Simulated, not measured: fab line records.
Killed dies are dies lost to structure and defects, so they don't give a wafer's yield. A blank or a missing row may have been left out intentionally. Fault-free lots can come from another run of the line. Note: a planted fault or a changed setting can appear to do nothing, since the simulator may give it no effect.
Which tool is to blame? | flow sky130 | 11 lots, 33 wafers sampled, at 3 steps of a route of 708

WHAT THE GAUGES SHOWED, per wafer
SKY_CONTACT_THK_MEAS_01.
lot  | measured     | on           | CONTACT_CVD_00_THK (nm)
L771 | day 30 02:15 | filmMetro-02 | 73.8 75.9 75.2
L772 | day 30 12:11 | filmMetro-02 | 74.5 76.0 76.3
L782 | day 34 05:21 | filmMetro-03 | 73.4 26.8 74.5
L783 | day 34 15:36 | filmMetro-03 | 74.0 75.8 75.9
L785 | day 35 02:53 | filmMetro-03 | 74.4 75.2 75.1
L787 | day 35 12:43 | filmMetro-02 | 75.5 74.7 75.9
L789 | day 35 22:25 | filmMetro-02 | 75.4 75.2 75.7
L790 | day 36 14:28 | filmMetro-02 | 75.0 73.7 74.1
L791 | day 36 21:58 | filmMetro-02 | 75.5 76.8 76.0
L792 | day 37 10:45 | filmMetro-04 | 73.6 73.8 75.9
L794 | day 38 08:27 | filmMetro-03 | 74.0 74.6 75.3

TOOL THAT RAN EACH LOT (tool first, then ch and the chambers of the sampled wafers, then the start)
lot  | SKY_FIELD_ISO_STRIP_16             | SKY_CONTACT_CVD_00
L771 | plasmaAsher-01 ch 0,1, day 2 04:58 | pecvd-03 ch 0,1,2, day 30 02:13
L772 | plasmaAsher-01 ch 0,1, day 2 10:40 | pecvd-02 ch 1,2, day 30 12:10
L782 | plasmaAsher-04 ch 0,1, day 4 15:41 | pecvd-02 ch 0,1, day 34 05:19
L783 | plasmaAsher-02 ch 0,1, day 4 18:52 | pecvd-04 ch 0,1, day 34 15:34
L785 | plasmaAsher-01 ch 0,1, day 5 05:08 | pecvd-03 ch 0,1,2, day 35 02:50
L787 | plasmaAsher-04 ch 1, day 5 16:04   | pecvd-03 ch 0,1, day 35 12:40
L789 | plasmaAsher-04 ch 0,1, day 6 02:14 | pecvd-03 ch 0,1,2, day 35 22:23
L790 | plasmaAsher-02 ch 0,1, day 6 09:34 | pecvd-03 ch 0,1, day 36 14:26
L791 | plasmaAsher-01 ch 0,1, day 6 12:45 | pecvd-02 ch 0,2, day 36 21:55
L792 | plasmaAsher-01 ch 0,1, day 6 17:31 | pecvd-02 ch 0,1,2, day 37 10:43
L794 | plasmaAsher-02 ch 0,1, day 7 05:44 | pecvd-04 ch 0,2, day 38 08:25
- SKY_FIELD_ISO_STRIP_16: strips in O2/N2.
- SKY_CONTACT_CVD_00: deposits Si3N4, target thk 75 nm.

THE ANSWER, worked out from the rows above alone
Rule: the usual values come from the lots themselves. Put in order of their means at a reading, lots are off if they are a third of the lots or fewer, leave a main group of 4 or more, and stand apart from it by a gap of 3 or more times the standard deviation of the main group's means; of several such gaps the widest counts. If all means in a main group match to the digits the tables above print for the reading, that group is not used. A lot without any number at a reading at which 4 lots or more have one is off too. Any other lot the step has rows for is counted as sound.
Off: L782, seen at SKY_CONTACT_THK_MEAS_01 (CONTACT_CVD_00_THK). The main group: mean 75.1 nm, standard deviation 0.54.
If a tool, at a process step before that reading, ran all the lots that are off and no sound lot after the first of them, it fits. Gauges at SKY_CONTACT_THK_MEAS_01: tried the same way as those tools. Not one of the candidates tried fits.

WHAT THE SIMULATOR HAD PUT IN
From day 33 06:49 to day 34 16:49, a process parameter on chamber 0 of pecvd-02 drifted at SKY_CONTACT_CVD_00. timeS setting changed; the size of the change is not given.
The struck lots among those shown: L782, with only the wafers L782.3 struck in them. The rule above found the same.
